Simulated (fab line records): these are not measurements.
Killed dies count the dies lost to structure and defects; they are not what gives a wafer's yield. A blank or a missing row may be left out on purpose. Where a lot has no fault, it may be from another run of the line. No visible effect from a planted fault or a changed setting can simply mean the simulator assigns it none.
Split-lot study ; flow sky130 ; 5 lots, 23 wafers read, on a route of 708 steps

== THE SPLIT ITSELF ==
At SKY_SONOS_ONO_CVD_04 (deposits SiO2 from SiH4/N2O, target thk 5.7199 nm), the setting time-s was moved away from the recipe's 900 s on 10 of the 23 wafers read, by -10.1% to +10.2%. The other wafers ran this setting at the recipe's value.

Split to reading: the file shows no intervening step.

== THE READING ==
SONOS_ONO_CVD_04_THK in nanometres, read at SKY_SONOS_ONO_THK_MEAS_05. Fault-free wafers of this fab line usually give 5.65 nm, standard deviation 0.1 nm.

wafer;tool, chamber at the split;time-s as run, s;against the recipe;SONOS_ONO_CVD_04_THK, nm;against lot-mates on the recipe
L075.1;-, -;808.9;-10.1%;5.18;no lot-mate on the recipe
L075.2;-, -;808.9;-10.1%;5.17;no lot-mate on the recipe
L075.4;-, -;808.9;-10.1%;5.17;no lot-mate on the recipe
L075.5;-, -;808.9;-10.1%;5.05;no lot-mate on the recipe
L075.6;-, -;808.9;-10.1%;5.12;no lot-mate on the recipe
L078.1;lpcvd-03, 1;900;recipe;5.63;-
L078.4;lpcvd-03, 1;900;recipe;5.64;-
L078.6;lpcvd-03, 1;900;recipe;5.65;-
L079.1;-, -;992.1;+10.2%;6.21;no lot-mate on the recipe
L079.3;-, -;992.1;+10.2%;6.38;no lot-mate on the recipe
L079.4;-, -;992.1;+10.2%;6.16;no lot-mate on the recipe
L079.5;-, -;992.1;+10.2%;6.23;no lot-mate on the recipe
L079.6;-, -;992.1;+10.2%;6.30;no lot-mate on the recipe
L084.1;-, -;900;recipe;5.61;-
L084.3;-, -;900;recipe;5.57;-
L084.4;-, -;900;recipe;5.57;-
L084.5;-, -;900;recipe;5.56;-
L084.6;-, -;900;recipe;5.54;-
L085.1;-, -;900;recipe;5.81;-
L085.2;-, -;900;recipe;5.78;-
L085.3;-, -;900;recipe;5.79;-
L085.4;-, -;900;recipe;5.81;-
L085.6;-, -;900;recipe;5.91;-

THE FIT
A straight line over all 23 wafers: SONOS_ONO_CVD_04_THK changes by +0.0549 nm for each +1% of time-s; r = +0.97; the points scatter about the line by 0.1 nm.
Too few moved wafers have a lot-mate on the recipe to fit a line with each lot's own level taken away.

== THE WHOLE CHAIN: every reading that the file lists as answering this split, in the file's order ==
step;what it does;reading;change (the file's fit);r (the file's)
SKY_SONOS_ONO_CVD_04;deposits SiO2 from SiH4/N2O, target thk 5.7199 nm;SiO2_of_SONOS_ONO_CVD_04.thk-nm (the simulator's own value, which no gauge read);+0.0545 nm for each +1% of the setting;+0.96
SKY_SONOS_ONO_THK_MEAS_05;;SONOS_ONO_CVD_04_THK;+0.055 for each +1% of the setting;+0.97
SKY_SONOS_ONO_WET_ETCH_18;etches Si3N4 in H3PO4, target depth 15 nm, time 172 s;SiO2_of_SONOS_ONO_CVD_04.thk-nm (the simulator's own value, which no gauge read);+0.0546 nm for each +1% of the setting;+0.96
SKY_GATE_OXIDE_CLEAN_15;cleans in SC1/SC2, time 150 s;SiO2_of_SONOS_ONO_CVD_04.thk-nm (the simulator's own value, which no gauge read);+0.0559 nm for each +1% of the setting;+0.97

== THE FILE'S OWN FIT ==
SONOS_ONO_CVD_04_THK changes by +0.055 nm for each +1% of time-s, r = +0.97.
